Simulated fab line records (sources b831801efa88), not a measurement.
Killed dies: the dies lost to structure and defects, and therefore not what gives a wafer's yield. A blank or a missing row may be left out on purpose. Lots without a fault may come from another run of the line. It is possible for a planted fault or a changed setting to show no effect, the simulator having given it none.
Matching of chambers | flow gf180mcu | 4 sister chambers for GF_V3_CMP_04 on cmp-01
The step polishes SiO2. 4 wafers are shown with their chamber, then 7 later ones without.

EACH WAFER AND ITS CHAMBER
wafer  | chamber | motor-current-A (A)
L608.4 | 0       | 13.3
L612.6 | 2       | 12.9
L614.1 | 1       | 10.3
L614.3 | 3       | 10.3

WAFERS WITHOUT THEIR CHAMBER
wafer  | motor-current-A (A)
L614.4 | 13.3
L624.1 | 10.5
L624.3 | 11.0
L624.5 | 12.6
L627.1 | 12.0
L627.2 | 10.8
L627.6 | 13.0

WHICH CHAMBER EACH WENT THROUGH
wafer  | from the rows above               | in truth
L614.4 | can't be placed: 0 or 2           | 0
L624.1 | can't be placed: 1 or 3           | 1
L624.3 | can't be placed: 1 or 3           | 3
L624.5 | can't be placed: 2 or 0           | 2
L627.1 | can't be placed: 2 or 0 or 1 or 3 | 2
L627.2 | can't be placed: 1 or 3           | 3
L627.6 | can't be placed: 2 or 0           | 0
0 of 7 placed correctly. Can't be placed from these rows: 7 (the true chamber is among the candidates in 7). Number placed wrongly: 0.
How it was worked out, from the rows above alone: a wafer's distance from a chamber is the root of the sum, over the readings, of the square of ((its reading less the chamber's mean) divided by the reading's scatter). The wafer belongs to the nearest chamber; if the next one is less than 2 further off, it can't be placed. Each chamber's mean is taken over the wafers shown for it. The scatter: with one shown wafer a chamber, the root of the mean of the squares of how far each hidden wafer lies from its nearest shown one.
